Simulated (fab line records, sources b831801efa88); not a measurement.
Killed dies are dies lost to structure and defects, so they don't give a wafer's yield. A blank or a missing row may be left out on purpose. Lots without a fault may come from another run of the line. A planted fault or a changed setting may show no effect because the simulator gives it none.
fab line records | flow sfq_line | part 1 of 2: steps 1 to 28 of 40
record lots=5 wafers=15 last_day=95
route steps=325 shown M3@131 I3@133 M4@148 I4@163
lots that met no fault: from a run of the same line without faults
start_h: hours from the record's first day to the start of the lot's first wafer shown | wait_h: hours since the lot's step before | " the same as in the row above | L1.1+2: a row that stands for several wafers | - no value, or no start given | * or withheld: withheld | < > ~ a bound
route shown NAME@n: a module of which the file shows steps, and the number in the route of the first | usual: mean/standard deviation of fault-free wafers | same: alike in all rows | chamber/n: place in a boat | sites: the reading at each site | _std_site: their standard deviation | _edge_site: outer sites' mean less inner sites' | radius_mm: how far each site lies from the wafer's centre | mask NAME#n: copy n | behind: the tool/chamber that last shaped the wafer | hold: why the lot was held/for how many hours/how that ended | device: the transistor (n, p or np) that didn't switch | end of line: the same wafers' tests at the end of the route | a step without rows: its recipe alone | killed: dies lost to structure and defects at the first sort, not the wafer's yield | map: a wafer's dies, x killed, . not, _ none there
set.NAME: the setting as run; set.NAME@STEP: as run at that earlier step | model.NAME: the simulator's own value behind a step, which no gauge read
lots at some steps of the route; a table a step, a row a wafer
services: from which hour (start_h, from the record's first day; less than 0 if before it) a tool's chamber was out of use, for how many hours, and why
## steps
# step SFQ_TRILAYER_M3_STRIP_STRIP_079
# recipe gas=O2 power_w=200 platen_temp_c=40 overash_fraction=0.65 chemistry=O2 pressure_mtorr=50
# usual drypump_motor_current_A=5.50/0.25 oes_product_au=1.008/0.0076
# columns lot.wafer tool chamber start_h wait_h drypump_motor_current_A oes_product_au rf_hours_counter_h
L087.2 rie_metal-03 1 1018.61 0.1 5.30 0.999 110
L087.5 " 1 " " 5.29 1.007 -
L087.6 " 0 " " 5.40 1.001 -
L092.2 rie_metal-03 1 1025.81 0.1 5.29 1.002 113
L092.3 " 0 " " 5.36 1.007 -
L092.4 " 1 " " 5.29 1.000 -
L093.3 rie_metal-03 1 1027.42 0.2 5.28 1.013 -
L093.4 " 0 " " 5.35 1.011 -
L093.6 " 1 " " 5.28 1.011 -
L094.1 rie_metal-03 0 1029.41 0.1 5.35 1.023 95
L094.3 " 1 " " 5.31 1.027 -
L094.5 " 1 " " 5.30 1.016 -
L096.1 rie_metal-03 1 1059.21 0.1 5.31 1.005 118
L096.2 " 0 " " 5.36 1.013 100
L096.5 " 1 " " 5.28 1.008 -
# step SFQ_TRILAYER_M3_STRIP_SOLV_CLEAN_080
# recipe chemistry=NMP temp_c=70 time_s=600
# columns lot.wafer tool chamber start_h wait_h
L087.2+5+6 wet_bench-04 7,1,3 1019.21 0.4
L092.2+3+4 wet_bench-04 7,5,6 1026.41 0.4
L093.3+4+6 wet_bench-02 3,1,0 1027.82 0.2
L094.1+3+5 wet_bench-04 7,6,2 1030.01 0.4
L096.1+2+5 wet_bench-02 5,4,3 1059.81 0.4
# step SFQ_TRILAYER_I3_DEP_PECVD_081
# recipe material=SiO2 temp_c=150 time_s=111.11 pressure_torr=2.4 rf_w=183.3 precursor=SiH4/N2O target_thk_nm=500
# usual heater_power_outer_w=28/11 heater_power_w=76/18 throttle_valve_pct=24.5/1
# columns lot.wafer tool chamber start_h wait_h heater_power_outer_w heater_power_w throttle_valve_pct
L087.2 pecvd-04 0 1019.40 0.0 33 80 25.1
L087.5 " 1 " " 32 85 24.6
L087.6 " 0 " " 35 84 24.8
L092.2 pecvd-02 2 1026.60 0.0 36 91 25.1
L092.3 " 0 " " 17 47 25.6
L092.4 " 1 " " 30 84 25.6
L093.3 pecvd-04 1 1028.00 0.0 32 84 24.7
L093.4 " 2 " " 20 68 25.2
L093.6 " 0 " " 40 91 24.8
L094.1 pecvd-03 1 1030.20 0.0 38 95 22.7
L094.3 " 2 " " 6 41 23.5
L094.5 " 0 " " 42 97 23.1
L096.1 pecvd-02 2 1059.98 0.0 35 90 25.1
L096.2 " 0 " " 18 50 25.7
L096.5 " 1 " " 24 75 25.4
# step SFQ_TRILAYER_I3_CMP_CMP_082
# recipe material=SiO2 down_force_psi=3 platen_rpm=60 pad_velocity_m_s=0.94248
# usual motor_current_A=10.1/1 time_to_endpoint_s=213/8.5
# columns lot.wafer tool chamber start_h wait_h motor_current_A time_to_endpoint_s
L087.2 cmp-02 2 1076.57 57.1 8.7 221
L087.5 " 3 " " 11.3 212
L087.6 " 0 " " 10.0 217
L092.4 cmp-01 1 1081.13 54.5 10.8 219
L092.2 " 2 " " 10.2 205
L092.3 " 3 " " 9.3 212
L093.3 cmp-02 3 1084.07 56.0 11.9 206
L093.4 " 0 " " 9.5 225
L093.6 " 0 1086.57 58.5 10.6 218
L094.1 cmp-01 2 1084.63 54.4 10.3 194
L094.3 " 3 " " 9.1 209
L094.5 " 1 1086.13 55.9 10.9 203
L096.1 cmp-02 2 1109.07 49.1 8.8 223
L096.2 " 1 1110.57 50.6 8.9 220
L096.5 " 2 " " 8.9 222
# step SFQ_I3_BOW_MEAS_922
# recipe mode=bow
# usual I3_BOW=4/9.9
# columns lot.wafer tool chamber start_h wait_h I3_BOW[um]
L087.2 film_metro-02 - 1078.09 1.0 7
L087.5 " - " " -1
L087.6 " - " " 7
L092.2 film_metro-01 - 1084.15 2.0 0
L092.3 " - " " 9
L092.4 " - " " 22
L093.3 film_metro-02 - 1087.11 2.5 -6
L093.4 " - " " 6
L093.6 " - " " 12
L094.1 film_metro-04 - 1087.13 2.0 9
L094.3 " - " " -3
L094.5 " - " " 7
L096.1 film_metro-04 - 1112.07 2.5 -16
L096.2 " - " " -4
L096.5 " - " " -12
# step SFQ_TRILAYER_I3_METRO_MEASURE_083
# usual thk_nm=199.8/1.2
# columns lot.wafer tool chamber start_h wait_h thk_nm
L087.2 film_metro-02 - 1078.39 0.3 199.3
L087.5 " - " " 199.8
L087.6 " - " " 199.3
L092.2 film_metro-01 - 1084.45 0.3 197.7
L092.3 " - " " 199.0
L092.4 " - " " 199.9
L094.1 film_metro-04 - 1087.25 0.1 198.1
L094.3 " - " " 199.3
L094.5 " - " " 199.3
L093.3 film_metro-02 - 1087.59 0.5 199.5
L093.4 " - " " 200.6
L093.6 " - " " 200.0
L096.1 film_metro-04 - 1112.19 0.1 201.1
L096.2 " - " " 200.3
L096.5 " - " " 201.9
# step SFQ_TRILAYER_I3_VIA_LITHO_COAT_090
# recipe resist=BARC spin_rpm=3000 resist_thk_nm=62
# columns lot.wafer tool chamber start_h wait_h
L087.2+5+6 litho_track-03 0 1079.44 0.8
L092.2+3+4 litho_track-03 0 1085.50 0.8
L094.1+3+5 litho_track-02 0 1088.45 1.0
L093.3+4+6 litho_track-03 0 1088.49 0.7
L096.1+2+5 litho_track-02 0 1113.39 1.0
# step SFQ_TRILAYER_I3_VIA_LITHO_COAT_085
# recipe resist=KrF spin_rpm=3000 resist_thk_nm=650
# columns lot.wafer tool chamber start_h wait_h
L087.2+5+6 litho_track-03 0 1079.74 0.2
L092.2+3+4 litho_track-03 0 1085.80 0.2
L094.1+3+5 litho_track-02 0 1088.75 0.2
L093.3+4+6 litho_track-03 0 1088.79 0.2
L096.1+2+5 litho_track-02 0 1113.69 0.2
# step SFQ_TRILAYER_I3_VIA_LITHO_SOFTBAKE_089
# recipe temp_c=withheld time_s=withheld resist=KrF
# columns lot.wafer tool chamber start_h wait_h
L087.2+5+6 litho_track-03 0 1080.02 0.2
L092.2+3+4 litho_track-03 0 1086.07 0.2
L093.3+4+6 litho_track-03 0 1089.04 0.2
L094.1+3+5 litho_track-02 0 1089.05 0.2
L096.1+2+5 litho_track-02 0 1113.99 0.2
# step SFQ_TRILAYER_I3_VIA_LITHO_EXPOSE_086
# recipe mask_id=I3 na=0.6 source_shape=conventional sigma_outer=0.65 target_cd_nm=500 dose_mj=21.3
# usual exposure_dose_mJ_cm2=21.295/0.021
# same sigma_outer=0.65
# columns lot.wafer tool chamber start_h wait_h mask exposure_dose_mJ_cm2
L087.2 krf_scanner-01 0 1197.39 - I3#0 21.312
L087.5 " 0 " " I3#0 21.270
L087.6 " 0 " " I3#0 21.271
L092.2 krf_scanner-01 0 1205.79 - I3#0 21.296
L092.3 " 0 " " I3#0 21.296
L092.4 " 0 " " I3#0 21.281
L093.3 krf_scanner-01 0 1207.19 - I3#0 21.300
L093.4 " 0 " " I3#0 21.283
L093.6 " 0 " " I3#0 21.300
L094.1 krf_scanner-01 0 1207.99 - I3#0 21.286
L094.3 " 0 " " I3#0 21.286
L094.5 " 0 " " I3#0 21.292
L096.1 krf_scanner-02 0 1232.12 - I3#0 21.294
L096.2 " 0 " " I3#0 21.258
L096.5 " 0 " " I3#0 21.327
# step SFQ_TRILAYER_I3_VIA_LITHO_PEB_088
# recipe peb_temp_c=115 peb_time_s=60 resist=KrF
# same peb_time_s=60
# columns lot.wafer tool chamber start_h wait_h
L087.2+5+6 litho_track-02 0 1198.42 0.8
L092.2+3+4 litho_track-04 0 1206.82 0.8
L093.3+4+6 litho_track-03 0 1208.04 0.7
L094.1+3+5 litho_track-03 0 1209.19 1.0
L096.1+2+5 litho_track-02 0 1233.32 1.0
# step SFQ_TRILAYER_I3_VIA_LITHO_DEVELOP_087
# recipe time_s=60 resist=KrF
# columns lot.wafer tool chamber start_h wait_h
L087.2+5+6 litho_track-02 0 1198.57 0.1
L092.2+3+4 litho_track-04 0 1206.97 0.1
L093.3+4+6 litho_track-03 0 1208.19 0.1
L094.1+3+5 litho_track-03 0 1209.34 0.1
L096.1+2+5 litho_track-02 0 1233.47 0.1
# step SFQ_I3_OVL_MEAS_923
# usual I3_OVL=-1/6
# columns lot.wafer tool chamber start_h wait_h I3_OVL[nm]
L087.2 overlay-02 - 1198.70 0.1 0
L087.5 " - " " 4
L087.6 " - " " 5
L092.2 overlay-01 - 1207.10 0.1 0
L092.3 " - " " -12
L092.4 " - " " 1
L093.3 overlay-02 - 1208.31 0.1 -1
L093.4 " - " " -7
L093.6 " - " " -3
L094.1 overlay-01 - 1209.49 0.1 -13
L094.3 " - " " -17
L094.5 " - " " -16
L096.1 overlay-01 - 1233.62 0.1 -5
L096.2 " - " " 4
L096.5 " - " " -7
# step SFQ_TRILAYER_I3_VIA_BARC_OPEN_VIA_ETCH_121
# recipe mask_material=PR chemistry=O2 target_depth_nm=125 target=BARC source_w=500 bias_w=80 pressure_mtorr=30 time_s=41.7
# usual drypump_motor_current_A=5.6/0.48 oes_product_au=0.684/0.0046
# columns lot.wafer tool chamber start_h wait_h drypump_motor_current_A oes_product_au rf_hours_counter_h
L087.2 rie_diel-04 2 1198.73 0.0 4.7 0.682 14
L087.5 " 2 " " 4.7 0.681 -
L087.6 " 3 " " 4.9 0.683 -
L092.2 rie_diel-03 0 1207.13 0.0 5.7 0.680 6
L092.3 " 2 " " 5.5 0.683 16
L092.4 " 2 " " 5.5 0.679 -
L093.3 rie_diel-04 2 1208.33 0.0 4.6 0.681 14
L093.4 " 3 " " 4.9 0.679 -
L093.6 " 0 " " 6.5 0.685 -
L094.1 rie_diel-02 0 1209.53 0.0 5.7 0.682 6
L094.3 " 3 " " 6.0 0.688 18
L094.5 " 3 " " 6.0 0.691 -
L096.1 rie_diel-02 2 1233.66 0.0 5.1 0.681 8
L096.2 " 0 " " 5.6 0.684 7
L096.5 " 1 " " 5.9 0.686 -
# step SFQ_TRILAYER_I3_VIA_ETCH_VIA_ETCH_088
# recipe target=SiO2 stop_on=Nb mask_material=PR taper_deg=20 chemistry=CHF3 target_depth_nm=260 source_w=500 bias_w=80 pressure_mtorr=30 time_s=withheld
# usual drypump_motor_current_A=5.6/0.49 oes_product_au=0.853/0.0055
# columns lot.wafer tool chamber start_h wait_h drypump_motor_current_A oes_product_au
L087.2 rie_diel-04 2 1198.77 0.0 4.7 0.852
L087.5 " 2 " " 4.7 0.853
L087.6 " 3 " " 4.9 0.847
L092.2 rie_diel-03 0 1207.17 0.0 5.7 0.846
L092.3 " 2 " " 5.5 0.855
L092.4 " 2 " " 5.5 0.844
L093.3 rie_diel-04 2 1208.37 0.0 4.7 0.849
L093.4 " 3 " " 5.0 0.858
L093.6 " 0 " " 6.6 0.851
L094.1 rie_diel-02 0 1209.57 0.0 5.6 0.855
L094.3 " 3 " " 6.0 0.848
L094.5 " 3 " " 6.0 0.847
L096.1 rie_diel-02 2 1233.70 0.0 5.1 0.855
L096.2 " 0 " " 5.7 0.856
L096.5 " 1 " " 5.9 0.857
# step SFQ_TRILAYER_I3_VIA_STRIP_STRIP_089
# recipe gas=O2 power_w=200 platen_temp_c=40 overash_fraction=0.65 chemistry=O2 pressure_mtorr=50
# usual drypump_motor_current_A=5.9/0.32 oes_product_au=1.004/0.0073
# columns lot.wafer tool chamber start_h wait_h drypump_motor_current_A oes_product_au rf_hours_counter_h
L087.2 rie_metal-02 1 1198.88 - 6.2 0.998 93
L087.5 " 1 " " 6.2 1.004 -
L087.6 " 0 " " 5.4 1.001 -
L092.2 rie_metal-01 0 1207.28 - 5.8 0.998 23
L092.3 " 0 " " 5.8 0.996 -
L092.4 " 1 " " 5.4 1.004 -
L093.3 rie_metal-04 1 1208.68 - 6.1 1.001 -
L093.4 " 0 " " 6.2 0.999 -
L093.6 " 0 " " 6.2 1.011 -
L094.1 rie_metal-02 0 1209.68 - 5.4 1.007 13
L094.3 " 1 " " 6.2 1.002 -
L094.5 " 0 " " 5.4 1.010 -
L096.1 rie_metal-04 0 1233.81 - 6.2 1.008 28
L096.2 " 1 " " 6.1 1.007 59
L096.5 " 1 " " 6.1 1.009 -
# step SFQ_TRILAYER_I3_VIA_STRIP_SOLV_CLEAN_090
# recipe chemistry=NMP temp_c=70 time_s=600
# columns lot.wafer tool chamber start_h wait_h
L087.2+5+6 wet_bench-01 2,3,0 1199.48 0.4
L092.2+3+4 wet_bench-01 2,4,5 1207.88 0.4
L093.3+4+6 wet_bench-02 2,6,3 1209.08 0.2
L094.1+3+5 wet_bench-03 5,6,7 1210.28 0.4
L096.1+2+5 wet_bench-01 7,0,5 1234.41 0.4
# step SFQ_TRILAYER_M4_DEP_PRE_CLEAN_092
# recipe gas=Ar time_s=22.5 bias_v=250
# columns lot.wafer tool chamber start_h wait_h
L087.2+5+6 pvd_sputter-04 - 1199.66 0.0
L092.2+3+4 pvd_sputter-03 - 1208.06 0.0
L093.3+4+6 pvd_sputter-04 - 1209.27 0.0
L094.1+3+5 pvd_sputter-06 - 1210.46 0.0
L096.1+2+5 pvd_sputter-06 - 1234.58 0.0
# step SFQ_TRILAYER_M4_DEP_SPUTTER_091
# recipe material=Nb base_pressure_pa=1.33e-06 chamber_pressure_pa=0.1333 substrate_temp_c=20 resputter_cathode_voltage_v=400 target_thk_nm=200 power_w=2000 time_s=133.3
# usual throttle_valve_pct=30.1/1.3
# columns lot.wafer tool chamber start_h wait_h throttle_valve_pct
L087.2 pvd_sputter-04 - 1199.69 0.0 31.4
L087.5 " - " " 31.4
L087.6 " - " " 31.3
L092.2 pvd_sputter-03 - 1208.09 0.0 31.1
L092.3 " - " " 28.4
L092.4 " - " " 29.6
L093.3 pvd_sputter-04 - 1209.30 0.0 31.1
L093.4 " - " " 30.9
L093.6 " - " " 31.5
L094.1 pvd_sputter-06 - 1210.49 0.0 30.6
L094.3 " - " " 30.1
L094.5 " - " " 30.1
L096.1 pvd_sputter-06 - 1234.61 0.0 30.2
L096.2 " - " " 27.1
L096.5 " - " " 31.2
# step SFQ_M4_RS_MEAS_924
# recipe thk_meas_gauge=four-point-probe reads=Nb_of_TRILAYER_M4_DEP_SPUTTER_091
# usual M4_NB_RS=0.888/0.011
# columns lot.wafer tool chamber start_h wait_h M4_NB_RS[ohm/sq]
L087.2 film_metro-04 - 1199.80 0.1 0.885
L087.5 " - " " 0.874
L087.6 " - " " 0.880
L092.2 film_metro-03 - 1208.20 0.1 0.912
L092.3 " - " " 0.887
L092.4 " - " " 0.891
L093.3 film_metro-04 - 1209.43 0.1 0.867
L093.4 " - " " 0.876
L093.6 " - " " 0.861
L094.1 film_metro-03 - 1210.58 0.0 0.886
L094.3 " - " " 0.888
L094.5 " - " " 0.882
L096.1 film_metro-02 - 1234.70 0.0 0.882
L096.2 " - " " 0.881
L096.5 " - " " 0.884
# step SFQ_TRILAYER_M4_LITHO_COAT_098
# recipe resist=BARC spin_rpm=3000 resist_thk_nm=62
# columns lot.wafer tool chamber start_h wait_h
L087.2+5+6 litho_track-01 0 1200.01 0.1
L092.2+3+4 litho_track-04 0 1208.41 0.1
L093.3+4+6 litho_track-02 0 1209.67 0.1
L094.1+3+5 litho_track-01 0 1210.76 0.1
L096.1+2+5 litho_track-02 0 1234.88 0.1
# step SFQ_TRILAYER_M4_LITHO_COAT_093
# recipe resist=KrF spin_rpm=3000 resist_thk_nm=600
# columns lot.wafer tool chamber start_h wait_h
L087.2+5+6 litho_track-01 0 1200.31 0.2
L092.2+3+4 litho_track-04 0 1208.71 0.2
L093.3+4+6 litho_track-02 0 1209.97 0.2
L094.1+3+5 litho_track-01 0 1211.06 0.2
L096.1+2+5 litho_track-02 0 1235.18 0.2
# step SFQ_TRILAYER_M4_LITHO_SOFTBAKE_097
# recipe temp_c=withheld time_s=withheld resist=KrF
# columns lot.wafer tool chamber start_h wait_h
L087.2+5+6 litho_track-01 0 1200.58 0.2
L092.2+3+4 litho_track-04 0 1208.98 0.2
L093.3+4+6 litho_track-02 0 1210.22 0.2
L094.1+3+5 litho_track-01 0 1211.36 0.2
L096.1+2+5 litho_track-02 0 1235.48 0.2
# step SFQ_TRILAYER_M4_LITHO_EXPOSE_094
# recipe mask_id=M4 na=0.6 source_shape=conventional sigma_outer=0.65 target_cd_nm=500 dose_mj=14.4
# usual exposure_dose_mJ_cm2=14.399/0.014
# same sigma_outer=0.65
# columns lot.wafer tool chamber start_h wait_h mask exposure_dose_mJ_cm2
L087.2 krf_scanner-01 0 1310.70 - M4#0 14.388
L087.5 " 0 " " M4#0 14.402
L087.6 " 0 " " M4#0 14.380
L092.2 krf_scanner-01 0 1321.50 - M4#0 14.389
L092.3 " 0 " " M4#0 14.386
L092.4 " 0 " " M4#0 14.388
L093.3 krf_scanner-01 0 1324.10 - M4#0 14.389
L093.4 " 0 " " M4#0 14.369
L093.6 " 0 " " M4#0 14.399
L094.1 krf_scanner-01 0 1324.90 - M4#0 14.396
L094.3 " 0 " " M4#0 14.406
L094.5 " 0 " " M4#0 14.384
L096.1 krf_scanner-01 0 1347.70 - M4#0 14.408
L096.2 " 0 " " M4#0 14.384
L096.5 " 0 " " M4#0 14.398
# step SFQ_TRILAYER_M4_LITHO_PEB_096
# recipe peb_temp_c=115 peb_time_s=60 resist=KrF
# same peb_time_s=60
# columns lot.wafer tool chamber start_h wait_h
L087.2+5+6 litho_track-04 0 1311.73 0.8
L092.2+3+4 litho_track-04 0 1322.53 0.8
L093.3+4+6 litho_track-02 0 1324.95 0.7
L094.1+3+5 litho_track-04 0 1326.10 1.0
L096.1+2+5 litho_track-01 0 1348.90 1.0
# step SFQ_TRILAYER_M4_LITHO_DEVELOP_095
# recipe time_s=60 resist=KrF
# columns lot.wafer tool chamber start_h wait_h
L087.2+5+6 litho_track-04 0 1311.88 0.1
L092.2+3+4 litho_track-04 0 1322.68 0.1
L093.3+4+6 litho_track-02 0 1325.10 0.1
L094.1+3+5 litho_track-04 0 1326.25 0.1
L096.1+2+5 litho_track-01 0 1349.05 0.1
# step SFQ_M4_OVL_MEAS_926
# usual M4_OVL=0/4.9
# columns lot.wafer tool chamber start_h wait_h M4_OVL[nm]
L087.2 overlay-01 - 1312.01 0.1 3
L087.5 " - " " 7
L087.6 " - " " 1
L092.2 overlay-01 - 1322.81 0.1 -5
L092.3 " - " " -4
L092.4 " - " " -4
L093.3 overlay-01 - 1325.22 0.1 2
L093.4 " - " " 6
L093.6 " - " " 5
L094.1 overlay-01 - 1326.40 0.1 9
L094.3 " - " " 6
L094.5 " - " " 7
L096.1 overlay-02 - 1349.20 0.1 5
L096.2 " - " " 6
L096.5 " - " " 8
# step SFQ_TRILAYER_M4_BARC_OPEN_METAL_ETCH_123
# recipe mask_material=PR chemistry=O2 target_depth_nm=125 target=BARC icp_w=600 bias_w=80 pressure_mtorr=10 time_s=41.7
# usual drypump_motor_current_A=5.8/0.4 oes_product_au=0.684/0.0044
# columns lot.wafer tool chamber start_h wait_h drypump_motor_current_A oes_product_au rf_hours_counter_h
L087.2 rie_metal-02 0 1312.04 0.0 5.4 0.681 28
L087.5 " 0 " " 5.4 0.687 -
L087.6 " 1 " " 6.2 0.679 -
L092.2 rie_metal-02 0 1322.84 0.0 5.4 0.679 30
L092.3 " 1 " " 6.3 0.675 -
L092.4 " 0 " " 5.4 0.688 -
L093.3 rie_metal-02 0 1325.26 0.0 5.4 0.691 -
L093.4 " 1 " " 6.2 0.686 -
L093.6 " 1 " " 6.3 0.679 -
L094.1 rie_metal-03 0 1326.44 0.0 5.4 0.684 14
L094.3 " 1 " " 5.3 0.688 -
L094.5 " 1 " " 5.3 0.686 -
L096.1 rie_metal-04 1 1349.24 0.0 6.0 0.677 78
L096.2 " 0 " " 6.2 0.686 46
L096.5 " 0 " " 6.2 0.686 -
